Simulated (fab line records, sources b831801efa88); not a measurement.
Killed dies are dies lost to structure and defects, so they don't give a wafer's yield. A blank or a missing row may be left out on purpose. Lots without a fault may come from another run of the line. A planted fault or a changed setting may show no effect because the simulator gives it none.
Which tool did it? | flow sky130 | 14 lots, 42 wafers sampled, at 5 steps of a route of 708

WHAT THE GAUGES READ, wafer by wafer
SKY_PWDE_OVL_MEAS_07.
lot  | measured    | on         | PWDE_OVL (nm)
L332 | day 3 23:08 | overlay-01 | -2.1 -0.5 -0.3
L333 | day 4 09:55 | overlay-02 | -1.6 0.5 0.2
L334 | day 4 11:02 | overlay-01 | -3.3 -2.6 -1.8
L335 | day 4 16:50 | overlay-02 | -1.4 -3.8 -1.3
L336 | day 4 20:14 | overlay-02 | 0.7 0.4 2.5
L339 | day 5 11:22 | overlay-01 | -2.5 -3.0 -2.7
L345 | day 7 03:31 | overlay-02 | -0.6 -0.8 1.3
L346 | day 7 08:31 | overlay-02 | -1.3 -1.5 -1.4
L347 | day 7 12:25 | overlay-01 | 1.8 -1.1 -0.7
L350 | day 8 00:43 | overlay-01 | -2.8 -2.6 -2.4
L351 | day 8 10:07 | overlay-01 | -1.9 -1.9 -2.3
L352 | day 8 15:22 | overlay-02 | -1.1 -0.9 1.8
L353 | day 8 19:52 | overlay-02 | 1.2 -0.2 0.6
L355 | day 9 04:26 | overlay-02 | -2.6 -1.8 -2.0

SKY_VT_ADJUST_LVTN_TW_MEAS_21.
lot  | measured     | on            | VT_ADJUST_LVTN_2_TW
L332 | day 7 17:32  | film_metro-02 | 191.6 191.5 193.7
L333 | day 8 07:12  | film_metro-03 | 188.5 188.3 187.9
L334 | day 8 08:11  | film_metro-02 | 191.3 190.6 189.9
L335 | day 8 16:04  | film_metro-01 | 190.7 191.9 191.2
L336 | day 8 20:28  | film_metro-02 | 190.8 190.5 192.4
L339 | day 9 14:50  | film_metro-03 | 187.6 187.6 188.1
L345 | day 11 17:34 | film_metro-01 | 176.9 176.5 176.5
L346 | day 11 23:53 | film_metro-02 | 176.7 175.6 176.4
L347 | day 12 04:31 | film_metro-01 | 189.9 190.8 190.3
L350 | day 12 20:19 | film_metro-03 | 190.9 190.6 191.1
L351 | day 13 07:22 | film_metro-02 | 189.7 189.7 190.0
L352 | day 13 13:59 | film_metro-01 | 190.2 191.2 191.0
L353 | day 13 19:59 | film_metro-01 | 190.5 190.8 190.7
L355 | day 14 06:59 | film_metro-03 | 187.4 186.9 188.2

SKY_VT_ADJUST_PCH_TW_MEAS_10.
lot  | measured     | on            | VT_ADJUST_PCH_TW
L332 | day 10 11:14 | film_metro-02 | 144.8 145.2 145.5
L333 | day 11 02:01 | film_metro-04 | 142.5 142.8 142.5
L334 | day 11 02:22 | film_metro-02 | 144.9 143.9 144.6
L335 | day 11 12:57 | film_metro-02 | 144.0 144.4 144.1
L336 | day 11 16:00 | film_metro-01 | 144.5 144.6 145.1
L339 | day 12 14:02 | film_metro-01 | 145.6 144.8 144.5
L345 | day 14 22:41 | film_metro-01 | 144.2 144.1 144.3
L346 | day 15 05:11 | film_metro-01 | 143.9 143.3 143.7
L347 | day 15 11:15 | film_metro-04 | 142.8 142.1 142.4
L350 | day 16 04:35 | film_metro-01 | 144.8 143.3 144.1
L351 | day 16 17:31 | film_metro-04 | 142.9 142.8 142.3
L352 | day 16 22:56 | film_metro-02 | 145.9 145.7 146.1
L353 | day 17 07:38 | film_metro-02 | 145.8 145.3 145.9
L355 | day 17 19:51 | film_metro-02 | 144.7 145.5 145.4

SKY_SONOS_ONO_OVL_MEAS_14.
lot  | measured     | on         | SONOS_ONO_OVL (nm)
L332 | day 12 17:09 | overlay-02 | 1.5 2.1 1.7
L333 | day 13 11:10 | overlay-01 | 1.6 -0.9 2.3
L334 | day 13 11:26 | overlay-01 | 1.1 1.0 -0.1
L335 | day 13 19:44 | overlay-02 | 1.5 0.3 1.5
L336 | day 13 22:38 | overlay-01 | 1.7 4.0 0.9
L339 | day 14 23:35 | overlay-01 | 1.6 0.0 2.0
L345 | day 17 11:08 | overlay-01 | -0.1 -0.5 0.3
L346 | day 17 19:02 | overlay-01 | 3.2 3.4 1.3
L347 | day 18 04:26 | overlay-01 | 1.4 2.3 1.8
L350 | day 18 21:46 | overlay-01 | 1.2 2.3 0.3
L351 | day 19 11:12 | overlay-02 | 1.7 1.6 2.0
L352 | day 19 15:25 | overlay-02 | 2.3 1.2 2.1
L353 | day 20 01:41 | overlay-02 | 0.2 2.1 2.2
L355 | day 20 15:14 | overlay-02 | -1.1 0.8 -0.1

WHICH TOOL RAN EACH LOT (tool, then ch and the chambers of the sampled wafers, then the start)
lot  | SKY_VT_ADJUST_LVTN_IMPLANT_19
L332 | implanter-04 ch 0, day 7 17:15
L333 | implanter-02 ch 0, day 8 06:59
L334 | implanter-04 ch 0, day 8 07:57
L335 | implanter-04 ch 0, day 8 15:50
L336 | implanter-04 ch 0, day 8 20:14
L339 | implanter-04 ch 0, day 9 14:35
L345 | implanter-04 ch 0, day 11 17:19
L346 | implanter-04 ch 0, day 11 23:38
L347 | implanter-01 ch 0, day 12 04:17
L350 | implanter-02 ch 0, day 12 20:04
L351 | implanter-02 ch 0, day 13 07:08
L352 | implanter-01 ch 0, day 13 13:44
L353 | implanter-02 ch 0, day 13 19:44
L355 | implanter-01 ch 0, day 14 06:46
- SKY_VT_ADJUST_LVTN_IMPLANT_19

WHAT THE TOOLS THEMSELVES READ (means of the sampled wafers that have a number; where no wafer has one, the mark that the record gives instead)
The record holds no such reading with a usual standard deviation.

THE ANSWER, worked out from the rows above alone
Rule: what is usual is taken from the lots themselves. Put in order of their means at a reading, lots are off if they are a third of the lots or fewer, leave a main group of 4 or more, and stand apart from it by a gap of 3 or more times the standard deviation of the main group's means; of several such gaps the widest counts. A main group whose means are all the same, to the digits that the tables above print for the reading, isn't used. A lot without any number at a reading at which 4 lots or more have one is off too. The other lots that the step has rows for count as sound. The gauges are gone through in route order, then the tools' own readings, and for those a lot's mean is taken as printed above. The first step at which some lot is off is used, and at that step the reading that is off furthest; a lot without a number counts as furthest.
Off: L345, L346, at SKY_VT_ADJUST_LVTN_TW_MEAS_21 (VT_ADJUST_LVTN_2_TW). The main group: mean 190.1, standard deviation 1.4.
A tool fits if, at a process step before that reading, it ran every lot that is off, and no sound lot after the first of them. The gauges at SKY_VT_ADJUST_LVTN_TW_MEAS_21 are tried like those tools. One fits: implanter-04 at SKY_VT_ADJUST_LVTN_IMPLANT_19. Its last sound lot is L339 (day 9 14:35), its first lot that is off L345 (day 11 17:19): a fault that began between those two fits.

WHAT THE SIMULATOR HAD PUT IN
Process parameter drift: implanter-04, from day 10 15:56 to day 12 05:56, at SKY_VT_ADJUST_LVTN_IMPLANT_19. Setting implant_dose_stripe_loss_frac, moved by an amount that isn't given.
Lots struck among those shown: L345, L346. The rule above found the same.
